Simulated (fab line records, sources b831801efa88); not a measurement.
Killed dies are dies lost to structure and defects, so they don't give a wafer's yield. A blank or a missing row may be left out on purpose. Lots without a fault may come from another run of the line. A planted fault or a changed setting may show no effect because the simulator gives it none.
A struck lot beside a sound one | flow gf180mcu | 14 steps out of a route of 602
Sound: wafers L485.1, L485.3, L485.4. Struck: wafers L472.1, L472.5, L472.6. The cause comes at the end.
At each step with rows: each side's tool, then ch and its chambers, then its first start. Under that, the readings that differ: sound wafers | struck wafers | difference of the means | sigmas: that difference in standard deviations of wafers without a fault.
alike: readings whose means differ by less than 2 such deviations, and words and numbers that are the same on both sides. not compared: withheld readings, readings that some wafer has no value for, bounds like >300 that may hide the same value, and numbers for which the record gives no deviation and whose values overlap.
The two part at a step that has a row with sigmas, a row that says differs or no value, or rows on one side only. Numbers that don't overlap but have no deviation are shown without sigmas and don't part them. A reading that every wafer of one side lacks parts them only if that side has two wafers or more.

GF_V2_THK_MEAS_01:
  sound on film_metro-03, day 26 06:48; struck on film_metro-02, day 21 21:53
  alike: V2_CVD_00_THK
GF_V2_CVD_02: deposits SiO2 from TEOS, target thk 850 nm, time 94.851 s.
  sound on pecvd-03 ch 0,1, day 26 06:52; struck on pecvd-02 ch 1,2, day 21 21:56
  alike: heater_power_w
GF_V2_THK_MEAS_03:
  sound on film_metro-02, day 26 06:56; struck on film_metro-03, day 21 22:01
  alike: V2_CVD_02_THK
GF_V2_CMP_04: polishes SiO2.
  sound on cmp-02 ch 0,1,3, day 26 07:02; struck on cmp-01 ch 0,1, day 21 22:04
  alike: edge_zone_pressure_frac, motor_current_A, platen_rpm, time_to_endpoint_s
GF_V2_BOW_MEAS_05:
  sound on film_metro-02, day 26 07:20; struck on film_metro-01, day 21 22:22
  alike: V2_BOW
then, 7 steps without rows for these wafers: GF_V2_DEHYDRATE_06 (time 60 s); GF_V2_HMDS_07 (prime time 60 s); GF_V2_COAT_08; GF_V2_COAT_09 (resist thk 1000 nm); GF_V2_SOFTBAKE_10 (time 60 s); GF_V2_EXPOSE_11 (exposes mask Via2, target cd 260 nm); GF_V2_PEB_12 (peb time 90 s).
GF_V2_DEVELOP_13: develop time 60 s.
  sound on litho_track-04 ch 0, day 27 04:08; struck on litho_track-03, day 22 21:20
  no value came back on the struck wafers for chill_plate_temp_C (C), develop_time_s (s); on the sound wafers chill_plate_temp_C (C) reads 22.87 22.70 22.89
  reading                             | sound             | struck           | difference | sigmas
  model.KrF_of_V2_COAT_09.thk_nm (nm) | 983.7 985.1 988.1 | 997.2 998.2 1000 | +12.8      |
GF_V2_CD_MEAS_14: target cd 260 nm.
  sound on cd_sem-02, day 27 04:17; struck on cd_sem-01, day 22 21:29
  reading    | sound             | struck | difference                    | sigmas
  cd_nm (nm) | 260.3 260.0 259.6 | - - -  | no value on the struck wafers |

WHERE THEY PART
First at GF_V2_DEVELOP_13; last, within this record, at GF_V2_CD_MEAS_14.

WHY: what the simulator had put in
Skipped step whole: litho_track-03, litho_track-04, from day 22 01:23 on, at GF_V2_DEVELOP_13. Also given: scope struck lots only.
